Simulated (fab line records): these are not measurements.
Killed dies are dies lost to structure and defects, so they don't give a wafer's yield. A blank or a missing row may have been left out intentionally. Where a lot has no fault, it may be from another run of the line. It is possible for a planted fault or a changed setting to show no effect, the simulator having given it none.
fab line records -- flow sky130
record lots=13, wafers=39, lastDay=50
route steps=708 shown VT_ADJUST_HVTP@94 LOCAL_INTERCONNECT@399 METAL1@440 VIA1@478
lots untouched by any fault: they come from a run of this same line in which no faults occurred
startH: hours from the record's first day to the start of the lot's first wafer shown -- waitH: hours since the lot's step before -- " identical to the entry in the row above -- L1.1+2: one row covering several wafers at once -- - no value present, or no start provided -- * or withheld: withheld -- < > ~ a bound
route shown NAME@n: NAME is a module with steps in the file, n the number in the route of the first one -- usual: mean/standard deviation of fault-free wafers -- same: alike in all rows -- chamber/n: place in a boat -- sites: readings site by site -- _std_site: the values' standard deviation -- _edge_site: the outer-site mean with the inner-site mean subtracted -- radiusMm: for every site, how far away it sits from the centre of the wafer -- mask NAME#n: copy n -- behind: tool/chamber where the wafer was last shaped -- hold: reason for holding the lot/hours on hold/outcome of the hold -- device: names the non-switching transistor (n, p or np) -- end of line: the same wafers' tests at the end of the route -- where a step has no rows: the recipe by itself -- killed: the dies lost at the first sort to structure and to defects; this is not the yield of the wafer -- map: a wafer's dies, x killed, . not, _ none there
set.NAME: the setting that was run; set.NAME@STEP: the one run at that earlier step -- model.NAME: the simulator's own value behind a step, which no gauge read
the route's steps for a sample of lots (tables are steps, rows are wafers)
services: from which hour (startH, from the record's first day; less than 0 if before it) a tool's chamber was out of use, for how many hours, and why
## steps
# step SKY_VT_ADJUST_HVTP_IMPLANT_09
# recipe species=As, energyKev=150, doseCm2=4.3e+12, tiltDeg=withheld
# usual beamOnS=10.02/0.21
# same implantIonAmu=75
lot.wafer,tool,chamber,startH,waitH,beamOnS
L681.2,implanter-04,0,136.11,0.0,10.33
L681.5,implanter-04,0,136.11,0.0,9.63
L681.6,implanter-04,0,136.11,0.0,9.90
L680.3,implanter-01,0,136.32,0.1,9.94
L680.4,implanter-01,0,136.32,0.1,10.15
L680.5,implanter-01,0,136.32,0.1,9.72
L683.2,implanter-01,0,139.35,0.0,10.04
L683.3,implanter-01,0,139.35,0.0,9.99
L683.5,implanter-01,0,139.35,0.0,10.13
L684.1,implanter-01,0,150.37,0.0,9.99
L684.3,implanter-01,0,150.37,0.0,10.00
L684.5,implanter-01,0,150.37,0.0,10.13
L685.2,implanter-01,0,151.72,0.0,10.21
L685.3,implanter-01,0,151.72,0.0,10.19
L685.4,implanter-01,0,151.72,0.0,9.91
L687.3,implanter-01,0,166.05,0.1,9.76
L687.4,implanter-01,0,166.05,0.1,9.94
L687.6,implanter-01,0,166.05,0.1,9.96
L691.2,implanter-02,0,191.00,0.0,9.99
L691.3,implanter-02,0,191.00,0.0,9.61
L691.6,implanter-02,0,191.00,0.0,9.83
L695.2,implanter-02,0,236.15,0.0,10.19
L695.4,implanter-02,0,236.15,0.0,10.21
L695.6,implanter-02,0,236.15,0.0,9.94
L698.1,implanter-02,0,244.92,0.0,10.09
L698.3,implanter-02,0,244.92,0.0,10.21
L698.4,implanter-02,0,244.92,0.0,10.10
L699.1,implanter-04,0,249.52,0.0,10.41
L699.3,implanter-04,0,249.52,0.0,9.62
L699.6,implanter-04,0,249.52,0.0,10.10
L700.2,implanter-04,0,252.85,0.0,9.91
L700.3,implanter-04,0,252.85,0.0,9.90
L700.6,implanter-04,0,252.85,0.0,10.27
L701.3,implanter-04,0,267.37,0.1,9.84
L701.4,implanter-04,0,267.37,0.1,10.27
L701.5,implanter-04,0,267.37,0.1,10.19
L702.1,implanter-01,0,269.32,0.0,10.09
L702.2,implanter-01,0,269.32,0.0,10.11
L702.5,implanter-01,0,269.32,0.0,9.99
# step SKY_VT_ADJUST_HVTP_TW_MEAS_11
# usual VT_ADJUST_HVTP_TW=1358/19
lot.wafer,tool,chamber,startH,waitH,VT_ADJUST_HVTP_TW
L681.2,filmMetro-01,-,136.35,0.1,1338
L681.5,filmMetro-01,-,136.35,0.1,1339
L681.6,filmMetro-01,-,136.35,0.1,1343
L680.3,filmMetro-04,-,136.54,0.1,1366
L680.4,filmMetro-04,-,136.54,0.1,1374
L680.5,filmMetro-04,-,136.54,0.1,1371
L683.2,filmMetro-04,-,139.58,0.1,1366
L683.3,filmMetro-04,-,139.58,0.1,1362
L683.5,filmMetro-04,-,139.58,0.1,1376
L684.1,filmMetro-02,-,150.62,0.1,1364
L684.3,filmMetro-02,-,150.62,0.1,1372
L684.5,filmMetro-02,-,150.62,0.1,1364
L685.2,filmMetro-02,-,151.96,0.1,1370
L685.3,filmMetro-02,-,151.96,0.1,1366
L685.4,filmMetro-02,-,151.96,0.1,1369
L687.3,filmMetro-01,-,166.27,0.1,1341
L687.4,filmMetro-01,-,166.27,0.1,1337
L687.6,filmMetro-01,-,166.27,0.1,1333
L691.2,filmMetro-02,-,191.23,0.1,1345
L691.3,filmMetro-02,-,191.23,0.1,1346
L691.6,filmMetro-02,-,191.23,0.1,1358
L695.2,filmMetro-01,-,236.38,0.1,1248
L695.4,filmMetro-01,-,236.38,0.1,1256
L695.6,filmMetro-01,-,236.38,0.1,1251
L698.1,filmMetro-04,-,245.17,0.1,1297
L698.3,filmMetro-04,-,245.17,0.1,1296
L698.4,filmMetro-04,-,245.17,0.1,1297
L699.1,filmMetro-02,-,249.77,0.1,1349
L699.3,filmMetro-02,-,249.77,0.1,1362
L699.6,filmMetro-02,-,249.77,0.1,1362
L700.2,filmMetro-04,-,253.08,0.1,1383
L700.3,filmMetro-04,-,253.08,0.1,1386
L700.6,filmMetro-04,-,253.08,0.1,1381
L701.3,filmMetro-02,-,267.59,0.1,1379
L701.4,filmMetro-02,-,267.59,0.1,1373
L701.5,filmMetro-02,-,267.59,0.1,1368
L702.1,filmMetro-04,-,269.57,0.1,1383
L702.2,filmMetro-04,-,269.57,0.1,1385
L702.5,filmMetro-04,-,269.57,0.1,1382
# step SKY_LOCAL_INTERCONNECT_OVL_MEAS_12
# usual LOCAL_INTERCONNECT_OVL=-3/5.2
lot.wafer,tool,chamber,startH,waitH,LOCAL_INTERCONNECT_OVL[nm]
L681.2,overlay-02,-,725.04,0.1,-8
L681.5,overlay-02,-,725.04,0.1,-1
L681.6,overlay-02,-,725.04,0.1,-3
L683.2,overlay-01,-,743.67,0.1,-3
L683.3,overlay-01,-,743.67,0.1,-7
L683.5,overlay-01,-,743.67,0.1,-9
L680.3,overlay-02,-,744.04,0.1,-5
L680.4,overlay-02,-,744.04,0.1,-1
L680.5,overlay-02,-,744.04,0.1,-5
L684.1,overlay-02,-,745.99,0.1,-7
L684.3,overlay-02,-,745.99,0.1,-4
L684.5,overlay-02,-,745.99,0.1,-5
L685.2,overlay-02,-,748.58,0.1,2
L685.3,overlay-02,-,748.58,0.1,-8
L685.4,overlay-02,-,748.58,0.1,8
L687.3,overlay-01,-,763.72,0.1,2
L687.4,overlay-01,-,763.72,0.1,-7
L687.6,overlay-01,-,763.72,0.1,-7
L691.2,overlay-02,-,790.67,0.1,0
L691.3,overlay-02,-,790.67,0.1,-4
L691.6,overlay-02,-,790.67,0.1,1
L695.2,overlay-02,-,846.17,0.1,1
L695.4,overlay-02,-,846.17,0.1,1
L695.6,overlay-02,-,846.17,0.1,-6
L698.1,overlay-01,-,852.39,0.1,8
L698.3,overlay-01,-,852.39,0.1,9
L698.4,overlay-01,-,852.39,0.1,6
L699.1,overlay-02,-,861.59,0.1,0
L699.3,overlay-02,-,861.59,0.1,-4
L699.6,overlay-02,-,861.59,0.1,1
L700.2,overlay-02,-,869.09,0.1,-14
L700.3,overlay-02,-,869.09,0.1,-8
L700.6,overlay-02,-,869.09,0.1,-14
L701.3,overlay-02,-,881.17,0.1,-6
L701.4,overlay-02,-,881.17,0.1,5
L701.5,overlay-02,-,881.17,0.1,-1
L702.1,overlay-02,-,885.11,0.1,-10
L702.2,overlay-02,-,885.11,0.1,-6
L702.5,overlay-02,-,885.11,0.1,-16
# step SKY_METAL1_THK_MEAS_06
# recipe thkMeasGauge=xrf, reads=AlCu_of_METAL1_SPUTTER_02
# usual METAL1_ALCU_THK=246/3.1
lot.wafer,tool,chamber,startH,waitH,METAL1_ALCU_THK[nm]
L681.2,filmMetro-02,-,756.77,0.1,250
L681.5,filmMetro-02,-,756.77,0.1,247
L681.6,filmMetro-02,-,756.77,0.1,245
L683.2,filmMetro-02,-,774.33,0.1,247
L683.3,filmMetro-02,-,774.33,0.1,251
L683.5,filmMetro-02,-,774.33,0.1,249
L680.3,filmMetro-04,-,774.62,0.1,249
L680.4,filmMetro-04,-,774.62,0.1,255
L680.5,filmMetro-04,-,774.62,0.1,249
L684.1,filmMetro-03,-,776.73,0.1,245
L684.3,filmMetro-03,-,776.73,0.1,245
L684.5,filmMetro-03,-,776.73,0.1,245
L685.2,filmMetro-02,-,778.97,0.1,245
L685.3,filmMetro-02,-,778.97,0.1,246
L685.4,filmMetro-02,-,778.97,0.1,245
L687.3,filmMetro-03,-,793.42,0.1,242
L687.4,filmMetro-03,-,793.42,0.1,243
L687.6,filmMetro-03,-,793.42,0.1,244
L691.2,filmMetro-04,-,820.83,0.1,243
L691.3,filmMetro-04,-,820.83,0.1,245
L691.6,filmMetro-04,-,820.83,0.1,243
L695.2,filmMetro-02,-,875.31,0.1,245
L695.4,filmMetro-02,-,875.31,0.1,244
L695.6,filmMetro-02,-,875.31,0.1,245
L698.1,filmMetro-03,-,881.46,0.1,242
L698.3,filmMetro-03,-,881.46,0.1,243
L698.4,filmMetro-03,-,881.46,0.1,252
L699.1,filmMetro-04,-,890.98,0.1,242
L699.3,filmMetro-04,-,890.98,0.1,243
L699.6,filmMetro-04,-,890.98,0.1,249
L700.2,filmMetro-04,-,898.02,0.1,241
L700.3,filmMetro-04,-,898.02,0.1,254
L700.6,filmMetro-04,-,898.02,0.1,242
L701.3,filmMetro-03,-,909.33,0.1,246
L701.4,filmMetro-03,-,909.33,0.1,248
L701.5,filmMetro-03,-,909.33,0.1,247
L702.1,filmMetro-04,-,913.27,0.1,250
L702.2,filmMetro-04,-,913.27,0.1,249
L702.5,filmMetro-04,-,913.27,0.1,248
# step SKY_VIA1_SPUTTER_20
# recipe material=TiN, targetThkNm=20, chamberPressurePa=5, powerW=4000, timeS=80
# usual throttleValvePct=30.0/1.1
lot.wafer,tool,chamber,startH,waitH,throttleValvePct
L681.2,pvdSputter-03,-,811.20,0.0,31.7
L681.5,pvdSputter-03,-,811.20,0.0,28.4
L681.6,pvdSputter-03,-,811.20,0.0,29.7
L683.2,pvdSputter-03,-,829.39,0.0,30.1
L683.3,pvdSputter-03,-,829.39,0.0,28.7
L683.5,pvdSputter-03,-,829.39,0.0,31.5
L680.3,pvdSputter-02,-,830.38,0.0,30.0
L680.4,pvdSputter-02,-,830.38,0.0,28.4
L680.5,pvdSputter-02,-,830.38,0.0,31.8
L684.1,pvdSputter-03,-,831.38,0.0,28.7
L684.3,pvdSputter-03,-,831.38,0.0,29.6
L684.5,pvdSputter-03,-,831.38,0.0,30.5
L685.2,pvdSputter-01,-,834.64,0.0,31.1
L685.3,pvdSputter-01,-,834.64,0.0,29.2
L685.4,pvdSputter-01,-,834.64,0.0,29.1
L687.3,pvdSputter-02,-,848.40,0.0,28.3
L687.4,pvdSputter-02,-,848.40,0.0,30.8
L687.6,pvdSputter-02,-,848.40,0.0,31.6
L691.2,pvdSputter-02,-,874.70,0.0,31.7
L691.3,pvdSputter-02,-,874.70,0.0,30.9
L691.6,pvdSputter-02,-,874.70,0.0,31.0
L695.2,pvdSputter-02,-,928.43,0.0,30.7
L695.4,pvdSputter-02,-,928.43,0.0,29.7
L695.6,pvdSputter-02,-,928.43,0.0,30.8
L698.1,pvdSputter-02,-,934.18,0.0,28.3
L698.3,pvdSputter-02,-,934.18,0.0,29.9
L698.4,pvdSputter-02,-,934.18,0.0,31.8
L699.1,pvdSputter-01,-,943.14,0.0,29.5
L699.3,pvdSputter-01,-,943.14,0.0,29.3
L699.6,pvdSputter-01,-,943.14,0.0,28.9
L700.2,pvdSputter-03,-,950.15,0.0,29.8
L700.3,pvdSputter-03,-,950.15,0.0,30.5
L700.6,pvdSputter-03,-,950.15,0.0,31.8
L701.3,pvdSputter-03,-,962.14,0.0,29.7
L701.4,pvdSputter-03,-,962.14,0.0,28.6
L701.5,pvdSputter-03,-,962.14,0.0,29.7
L702.1,pvdSputter-01,-,964.92,0.0,29.4
L702.2,pvdSputter-01,-,964.92,0.0,28.8
L702.5,pvdSputter-01,-,964.92,0.0,29.4
## services
tool,chamber,startH,hours,kind
implanter-04,-,149.83,9.8,repair
implanter-04,-,176.40,4.2,pm
implanter-01,-,178.44,3.1,pm
implanter-04,-,188.26,4.0,repair
implanter-04,-,192.29,9.2,pm
implanter-01,-,214.02,8.7,repair
pvdSputter-03,-,240.65,8.4,repair
implanter-04,-,294.70,7.6,repair
implanter-01,-,302.28,2.4,repair
pvdSputter-03,-,326.82,4.7,repair
implanter-01,-,356.62,4.1,pm
pvdSputter-03,-,360.63,12.8,repair
pvdSputter-02,-,420.71,11.9,repair
pvdSputter-03,-,447.59,3.2,repair
implanter-04,-,452.21,5.4,repair
pvdSputter-02,-,458.11,3.8,repair
implanter-04,-,497.84,0.8,repair
implanter-01,-,611.05,1.2,repair
implanter-01,-,745.89,2.3,repair
implanter-01,-,841.79,4.8,repair
implanter-01,-,846.56,3.3,pm
implanter-01,-,868.27,2.6,repair
pvdSputter-02,-,908.84,7.0,repair
implanter-01,-,909.95,2.5,repair
## key
firstSign step=SKY_VT_ADJUST_HVTP_TW_MEAS_11, reading=VT_ADJUST_HVTP_TW, direction=down, sigmas=4.5, usual=1358, struck=1274
effect none on later readings
metAt SKY_VT_ADJUST_HVTP_IMPLANT_09
struckLots L695,L698
testerLeftOut L695,L698
notActingAt SKY_LOCAL_INTERCONNECT_OVL_MEAS_12,SKY_METAL1_THK_MEAS_06,SKY_VIA1_SPUTTER_20
onsetBetween 191.00 236.15
fault kind=processParameterDrift, tool=implanter-02, chamber=-, onsetH=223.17, steps=SKY_VT_ADJUST_HVTP_IMPLANT_09, channel=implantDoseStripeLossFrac, offset=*, shape=step, endH=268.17
# testerLeftOut: of these lots the tester's yield and bins aren't shown, on N5 and GAA mostly nor the transistor test; their killed dies are dies lost to structure and defects alone, not to doping, threshold or leakage, so they don't give the yield
